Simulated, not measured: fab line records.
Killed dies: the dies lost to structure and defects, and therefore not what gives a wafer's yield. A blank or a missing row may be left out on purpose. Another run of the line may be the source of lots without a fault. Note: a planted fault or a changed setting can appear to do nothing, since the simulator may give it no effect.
A struck lot beside a sound one :: flow sky130 :: 36 steps out of a route of 708
Sound: these wafers, L824.2, L824.5, L824.6. The struck wafers were L813.1, L813.2, L813.4. The cause is given at the end.
Per side, at each step with rows, come the tool, then ch with its chambers, and then its first start. Under that, the readings that differ: sound wafers :: struck wafers :: difference of the means :: sigmas: that difference in standard deviations of wafers without a fault.
alike: words and numbers the same on both sides, and readings whose means are apart by under 2 such deviations; not compared: readings that were withheld, readings missing a value for some wafer, numbers with overlapping values and no deviation given by the record, and bounds like >300 which may hide the same value.
A row with sigmas, a row that says differs or no value, or rows on one side alone: a step with any of these is where the two part. Numbers that have no deviation but don't overlap get no sigmas and don't part them. A reading missing from all wafers of one side parts the sides only when that side holds two or more wafers.

first, 10 steps without rows for these wafers: SKY_GATE_OXIDE_COAT_05 (resist thk 1140 nm); SKY_GATE_OXIDE_SOFTBAKE_06 (time 60 s); SKY_GATE_OXIDE_EXPOSE_07 (exposes mask LVOM, target cd 600 nm); SKY_GATE_OXIDE_PEB_08; SKY_GATE_OXIDE_DEVELOP_09 (develop time 60 s); SKY_GATE_OXIDE_IMPLANT_11; SKY_GATE_OXIDE_WET_ETCH_12 (etches SiO2 in dHF, target depth 16.8 nm, time 336 s); SKY_GATE_OXIDE_STRIP_13 (strips in O2/N2); SKY_GATE_OXIDE_CLEAN_15 (cleans in SC1/SC2, time 150 s); SKY_GATE_OXIDE_OXIDATION_16 (stabilise 600 s, purge 300 s, target thk 3.57 nm).
SKY_POLY_GATE_CVD_00: deposits poly-Si, target thk 180 nm, time 720 s.
  sound on lpcvd-01 ch 0, day 21 03:20; struck on lpcvd-01 ch 1, day 15 19:16
reading: spike tc centre C (C)
sound: 621.6 621.5 621.9
struck: 590.4 590.6 589.4
difference: -31.5
sigmas: -32

reading: spike tc lower C (C)
sound: 621.0 621.8 619.8
struck: 622.2 624.9 623.9
difference: +2.8
sigmas: +3

reading: spike tc upper C (C)
sound: 617.3 620.1 618.1
struck: 623.3 624.2 623.7
difference: +5.2
sigmas: +5

reading: zone power centre pct (%)
sound: 9.46 9.51 9.39
struck: 3.86 3.81 3.75
difference: -5.65
sigmas: -19

reading: zone power upper pct (%)
sound: 8.4 8.5 8.4
struck: 10.2 10.3 10.1
difference: +1.8
sigmas: +6

reading: model.poly-Si_of_POLY_GATE_CVD_00.thk nm (nm)
sound: 179.9 179.7 180.9
struck: 138.5 132.3 130.1
difference: -46.5
sigmas: 
  alike: spike tc bottom C, zone power lower pct, zone power top pct
SKY_POLY_GATE_THK_MEAS_01:
  sound: film metro-01 at day 21 04:36; struck: film metro-01 at day 15 20:28
reading: POLY_GATE_CVD_00_THK (nm)
sound: 180.0 179.7 181.0
struck: 138.6 132.4 130.2
difference: -46.5
sigmas: -31
then, 9 steps without rows for these wafers: SKY_RES_PROTECT_DEHYDRATE_00 (time 60 s); SKY_RES_PROTECT_HMDS_01 (prime time 60 s); SKY_RES_PROTECT_COAT_02 (resist thk 1140 nm); SKY_RES_PROTECT_SOFTBAKE_03 (time 60 s); SKY_RES_PROTECT_EXPOSE_04 (exposes mask RPM, target cd 1270 nm); SKY_RES_PROTECT_PEB_05; SKY_RES_PROTECT_DEVELOP_06 (develop time 60 s); SKY_POLY_GATE_IMPLANT_02; SKY_RES_PROTECT_STRIP_07 (strips in O2/N2).
SKY_RES_PROTECT_CLEAN_09: cleans in SC1/SC2, time 150 s.
  sound on wet bench-01 ch 0, day 22 12:04; struck on wet bench-01 ch 1, day 17 01:11
reading: model.poly-Si_of_POLY_GATE_CVD_00.thk nm (nm)
sound: 179.3 179.1 180.3
struck: 137.9 131.7 129.5
difference: -46.5
sigmas: 
then, 11 steps without rows for these wafers: SKY_POLY_GATE_CVD_03 (deposits Si3N4 from DCS/NH3, target thk 75 nm, time 1290 s); SKY_POLY_GATE_DEHYDRATE_05 (time 60 s); SKY_POLY_GATE_HMDS_06 (prime time 60 s); SKY_POLY_GATE_COAT_07 (resist thk 110 nm); SKY_POLY_GATE_COAT_08 (resist thk 450 nm); SKY_POLY_GATE_SOFTBAKE_09 (time 90 s); SKY_POLY_GATE_EXPOSE_10 (exposes mask P1M, target cd 150 nm); SKY_POLY_GATE_PEB_11; SKY_POLY_GATE_DEVELOP_12 (develop time 60 s); SKY_POLY_GATE_ETCH_15 (etches BARC in N2/H2, stops on SiO2, time 118.5 s, target depth 110 nm); SKY_POLY_GATE_ETCH_16 (etches Si3N4 in CH3F/O2, stops on poly-Si, time 147.5 s, target depth 75 nm).
SKY_POLY_GATE_ETCH_17: etches poly-Si in HBr/Cl2, stops on SiO2, target depth 180 nm, time 70.5 s.
  sound on rie si-01 ch 0,2,3, day 23 21:47; struck on rie si-01 ch 0,1,2, day 18 10:38
reading: oes product au (a.u.)
sound: 0.980 0.978 0.991
struck: 0.827 0.805 0.803
difference: -0.171
sigmas: -17

reading: model.POLY_GATE.feature depth nm (nm)
sound: 179.3 175.4 180.3
struck: 137.9 131.7 129.5
difference: -45.3
sigmas: 

reading: model.etch.depth nm (nm)
sound: 179.3 175.4 180.3
struck: 137.9 131.7 129.5
difference: -45.3
sigmas: 
  alike: drypump motor current A, throttle valve pct
  not compared: rf hours counter h
then, 1 step without rows for these wafers: SKY_POLY_GATE_STRIP_18 (strips in O2/N2).
-- record jumps: 28 days separate the struck wafers' starts on either side; left off in module POLY_GATE, taken up again in module PAD_OPEN, whose first shown step is the route's number 708 --
SKY_PAD_OPEN_PROBE_99:
  sound: prober-01 at day 50 08:28; struck: prober-02 at day 46 21:08
reading: model.etest.res high po.line ohm um
sound: 739.7 751.6 738.9
struck: 967.7 980.2 988
difference: +235.2
sigmas: 

reading: model.etest.res poly.line ohm um
sound: 484.2 507.6 510.6
struck: 679.1 675 663.8
difference: +171.8
sigmas: 

reading: model.etest.res high po.rs ohm sq
sound: 260 260.5 259.9
struck: 337.3 351.5 350.8
difference: +86.4
sigmas: 

reading: model.etest.res poly.rs ohm sq
sound: 48.14 47.6 48.2
struck: 63.24 66.44 66.88
difference: +17.54
sigmas: 

reading: model.etest.cap li to poly.c af um2
sound: 99.46 98.78 97.52
struck: 88.37 85.67 86.85
difference: -11.62
sigmas: 
  alike: killed_at_M0_to_M3, killed_at_M4_up, killed at contacts, killed at front end, killed at other, killed dies, killed open, killed short
  not compared: model.etest.tip sonos.rs ohm sq

== WHERE THEY PART ==
Last at SKY_POLY_GATE_ETCH_17 as far as this record goes, first at SKY_POLY_GATE_CVD_00. Later steps at which nothing parts them and some readings are alike: SKY_PAD_OPEN_PROBE_99.

WHY: whatever the simulator had introduced
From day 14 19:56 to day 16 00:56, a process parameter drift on lpcvd-01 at SKY_POLY_GATE_CVD_00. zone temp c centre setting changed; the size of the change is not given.
